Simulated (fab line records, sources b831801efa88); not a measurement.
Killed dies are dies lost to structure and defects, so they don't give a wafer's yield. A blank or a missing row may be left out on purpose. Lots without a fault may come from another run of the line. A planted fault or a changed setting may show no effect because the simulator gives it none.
Which tool did it? | flow sky130 | 7 lots, 21 wafers sampled, at 4 steps of a route of 708

WHAT THE GAUGES READ, wafer by wafer
SKY_VIA4_BOW_MEAS_03.
lot  | measured     | on            | VIA4_BOW (um)
L204 | day 41 23:10 | film_metro-01 | 80 77 83
L207 | day 43 02:32 | film_metro-01 | 69 83 79
L210 | day 43 21:27 | film_metro-04 | 96 66 81
L213 | day 44 20:06 | film_metro-01 | 81 76 80
L215 | day 45 06:01 | film_metro-03 | 143 122 129
L217 | day 45 19:47 | film_metro-04 | 124 118 123
L226 | day 47 14:26 | film_metro-04 | 82 86 69

WHICH TOOL RAN EACH LOT (tool, then ch and the chambers of the sampled wafers, then the start)
lot  | SKY_VIA1_CVD_21               | SKY_METAL2_DESCUM_17              | SKY_VIA4_CMP_02
L204 | cvd_w-01 ch 0,1, day 34 05:29 | rie_metal-04 ch 1, day 35 08:56   | cmp-02 ch 1,2, day 41 22:54
L207 | cvd_w-02 ch 0,1, day 35 12:20 | rie_metal-01 ch 0,1, day 36 15:27 | cmp-02 ch 1,2,3, day 43 02:20
L210 | cvd_w-01 ch 0,1, day 36 09:26 | rie_metal-04 ch 0,1, day 37 11:53 | cmp-01 ch 1,2,3, day 43 21:12
L213 | cvd_w-02 ch 0,1, day 37 12:34 | rie_metal-03 ch 0,1, day 38 14:33 | cmp-01 ch 1,2, day 44 19:48
L215 | cvd_w-02 ch 0,1, day 38 01:23 | rie_metal-01 ch 0,1, day 39 02:39 | cmp-01 ch 1,2,3, day 45 05:43
L217 | cvd_w-02 ch 0,1, day 38 17:37 | rie_metal-04 ch 0, day 39 19:22   | cmp-01 ch 0,1,2, day 45 19:32
L226 | cvd_w-02 ch 1, day 40 20:14   | rie_metal-04 ch 1, day 41 21:02   | cmp-01 ch 0,3, day 47 14:08
- SKY_VIA1_CVD_21: deposits W, target thk 270 nm, time 80.902 s.
- SKY_METAL2_DESCUM_17: chemistry O2, time 8 s.
- SKY_VIA4_CMP_02: polishes SiO2.

THE ANSWER, worked out from the rows above alone
Rule: what is usual is taken from the lots themselves. Put in order of their means at a reading, lots are off if they are a third of the lots or fewer, leave a main group of 4 or more, and stand apart from it by a gap of 3 or more times the standard deviation of the main group's means; of several such gaps the widest counts. A main group whose means are all the same, to the digits that the tables above print for the reading, isn't used. A lot without any number at a reading at which 4 lots or more have one is off too. The other lots that the step has rows for count as sound.
Off: L215, L217, at SKY_VIA4_BOW_MEAS_03 (VIA4_BOW). The main group: mean 79 um, standard deviation 1.3.
A tool fits if, at a process step before that reading, it ran every lot that is off, and no sound lot after the first of them. The gauges at SKY_VIA4_BOW_MEAS_03 are tried like those tools. None of those tried fits.

WHAT THE SIMULATOR HAD PUT IN
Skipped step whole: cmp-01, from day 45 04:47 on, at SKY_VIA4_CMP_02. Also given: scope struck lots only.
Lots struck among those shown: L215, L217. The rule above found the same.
